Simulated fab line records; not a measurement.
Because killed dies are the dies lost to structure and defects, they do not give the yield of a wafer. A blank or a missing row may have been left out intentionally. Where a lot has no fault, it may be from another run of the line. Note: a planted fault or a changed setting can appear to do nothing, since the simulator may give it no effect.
Chamber matching ; flow sky130 ; SKY_VIA2_ETCH_14 on rie-diel-01 has 4 sister chambers
The step etches BARC in N2/H2, stops on SiO2, time 45.9 s, target depth 60 nm. 16 wafers are shown with their chamber, then 8 later ones without.

## WAFERS PAIRED WITH THEIR CHAMBERS
wafer;chamber;drypump-motor-current-A (A);throttle-valve-pct (%);oes-product-au (a.u.)
L076.1;1;5.6;13.216;0.860
L076.4;2;5.8;13.240;0.860
L076.6;2;5.8;13.233;0.857
L083.2;2;5.8;13.236;0.853
L083.3;0;5.4;13.230;0.849
L083.4;1;5.7;13.214;0.857
L085.1;0;5.3;13.217;0.861
L085.2;1;5.6;13.228;0.851
L085.3;2;5.8;13.214;0.868
L086.2;2;5.8;13.233;0.863
L086.3;1;5.6;13.221;0.856
L086.4;3;6.1;13.232;0.858
L088.4;1;5.6;13.229;0.857
L088.5;2;5.8;13.242;0.857
L088.6;1;5.6;13.222;0.860
L089.1;3;6.1;13.229;0.859

SIGNATURES, as means of the wafers listed above
reading;chamber 0;chamber 1;chamber 2;chamber 3;scatter within a chamber
drypump-motor-current-A;5.350;5.617;5.800;6.100;0.0333
throttle-valve-pct;13.22350;13.22167;13.23300;13.23050;0.00803
oes-product-au;0.85500;0.85683;0.85967;0.85850;0.00471
Rule: for each reading, subtract the chamber's mean from the wafer's reading, divide by that reading's scatter and square the result; add these up over the readings and take the root, which gives the wafer's distance from the chamber. The wafer belongs to the nearest chamber; if the next one is less than 2 further off, it can't be placed. How the scatter is found: for the shown wafers, subtract from each reading the mean of its chamber, square and add these, divide the total by (wafers less chambers), then take the root.

## WAFERS WHOSE CHAMBER IS MISSING
wafer;drypump-motor-current-A (A);throttle-valve-pct (%);oes-product-au (a.u.)
L089.2;5.3;13.225;0.867
L089.4;5.6;13.218;0.857
L090.1;5.3;13.228;0.867
L090.4;5.6;13.217;0.860
L090.6;5.8;13.219;0.866
L093.3;6.1;13.215;0.859
L093.4;5.6;13.230;0.853
L093.5;5.6;13.221;0.854

## WHICH CHAMBER EACH ONE RAN IN
wafer;from the rows above;in truth
L089.2;0;0
L089.4;1;1
L090.1;0;0
L090.4;1;1
L090.6;2;2
L093.3;3;3
L093.4;1;1
L093.5;1;1
Placed correctly: 8 of 8. Number that these rows cannot place: 0. Wrongly placed: 0.
